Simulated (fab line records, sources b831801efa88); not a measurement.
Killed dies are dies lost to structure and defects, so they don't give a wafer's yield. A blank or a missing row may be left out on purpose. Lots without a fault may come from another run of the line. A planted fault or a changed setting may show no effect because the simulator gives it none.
fab line records | flow sfq_line
record lots=5 wafers=23
route steps=325 shown M7@293 M8@320
start_h: hours from the record's first day to the start of the lot's first wafer shown | wait_h: hours since the lot's step before | " the same as in the row above | L1.1+2: a row that stands for several wafers | - no value, or no start given | * or withheld: withheld | < > ~ a bound
route shown NAME@n: a module of which the file shows steps, and the number in the route of the first | usual: mean/standard deviation of fault-free wafers | same: alike in all rows | chamber/n: place in a boat | sites: the reading at each site | _std_site: their standard deviation | _edge_site: outer sites' mean less inner sites' | radius_mm: how far each site lies from the wafer's centre | mask NAME#n: copy n | behind: the tool/chamber that last shaped the wafer | hold: why the lot was held/for how many hours/how that ended | device: the transistor (n, p or np) that didn't switch | end of line: the same wafers' tests at the end of the route | a step without rows: its recipe alone | killed: dies lost to structure and defects at the first sort, not the wafer's yield | map: a wafer's dies, x killed, . not, _ none there
set.NAME: the setting as run; set.NAME@STEP: as run at that earlier step | model.NAME: the simulator's own value behind a step, which no gauge read
lots whose settings were changed on purpose; a table a step, a row a wafer
## steps
# step SFQ_TRILAYER_M7_ETCH_METAL_ETCH_180
# recipe target=Nb stop_on=SiO2 mask_material=PR chemistry=Cl2/Ar target_depth_nm=240 icp_w=600 bias_w=80 pressure_mtorr=10 time_s=120
# columns lot.wafer tool chamber start_h wait_h set.bias_w set.dose_mj@TRILAYER_M7_LITHO_EXPOSE_178 model.M7.cd_nm
L074.1 rie_metal-04 0 1726.29 0.0 71.06 14.4 499.9
L074.2 " 1 " " 80 14.4 500.3
L074.3 " 1 " " 71.06 14.4 498.8
L074.5 " 0 " " 71.06 14.4 501
L074.6 " 1 " " 80 14.4 499.9
L075.1 rie_metal-04 0 1731.09 0.0 80 14.4 500.4
L075.2 " 1 " " 80 14.4 496.6
L075.3 " 1 " " 80 13.35 509.7
L075.5 " 0 " " 80 14.4 500.7
L075.6 " 1 " " 80 13.35 510.6
L078.1 rie_metal-03 1 1739.49 0.0 74.62 14.4 502.5
L078.2 " 0 " " 80 14.4 499.7
L078.3 " 0 " " 74.62 13.49 510.9
L078.4 " 1 " " 80 13.49 513.5
L078.5 " 0 " " 74.62 14.4 499.8
L079.2 rie_metal-03 1 1835.52 0.0 80 14.4 500.5
L079.4 " 0 " " 80 14.4 498.3
L079.6 " 1 " " 80 14.4 501.5
L082.2 rie_metal-04 0 1846.32 0.0 85.97 13.56 510.9
L082.3+5 " 0 " " 80 13.56 509.5
L082.4 " 1 " " 85.97 14.4 500
L082.6 " 1 " " 80 14.4 500.7
# step SFQ_TRILAYER_M8_DEP_EVAP_198
# recipe material=Pt angular_spread_deg=1 target_thk_nm=50 time_s=250 power_w=2000
# columns lot.wafer tool chamber start_h wait_h set.time_s model.Pt_of_TRILAYER_M8_DEP_EVAP_198.thk_nm
L074.1 pvd_sputter-01 - 1835.65 0.0 250 50.97
L074.2 " - " " 250 51.25
L074.3 " - " " 234.7 47.65
L074.5 " - " " 250 50.22
L074.6 " - " " 234.7 48.5
L075.1 pvd_sputter-02 - 1844.18 0.0 216.4 43.45
L075.2 " - " " 250 50.14
L075.3 " - " " 250 50.32
L075.5 " - " " 216.4 43.49
L075.6 " - " " 250 49.92
L078.1 pvd_sputter-01 - 1858.54 0.0 250 49.88
L078.2 " - " " 235.9 46.23
L078.3 " - " " 250 48.99
L078.4 " - " " 235.9 45.97
L078.5 " - " " 250 49.12
L079.2 pvd_sputter-02 - 1941.22 0.0 250 49.63
L079.4 " - " " 250 49.75
L079.6 " - " " 250 50.17
L082.2 pvd_sputter-01 - 1948.42 0.0 250 49.3
L082.3 " - " " 250 50.12
L082.4 " - " " 233.8 46.78
L082.5 " - " " 233.8 46.22
L082.6 " - " " 250 49.67
## key
split step=SFQ_TRILAYER_M7_ETCH_METAL_ETCH_180 setting=bias_w stated=80 by=wafer
response none clear
split step=SFQ_TRILAYER_M8_DEP_EVAP_198 setting=time_s stated=250 by=wafer
response step=SFQ_TRILAYER_M8_DEP_EVAP_198 reading=model.Pt_of_TRILAYER_M8_DEP_EVAP_198.thk_nm change=+0.497 per=1% r=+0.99
split outside_this_file step=SFQ_TRILAYER_M7_LITHO_EXPOSE_178 setting=dose_mj
# split outside_this_file: this setting was split too, and the file shows its column; the key of that split is in another file
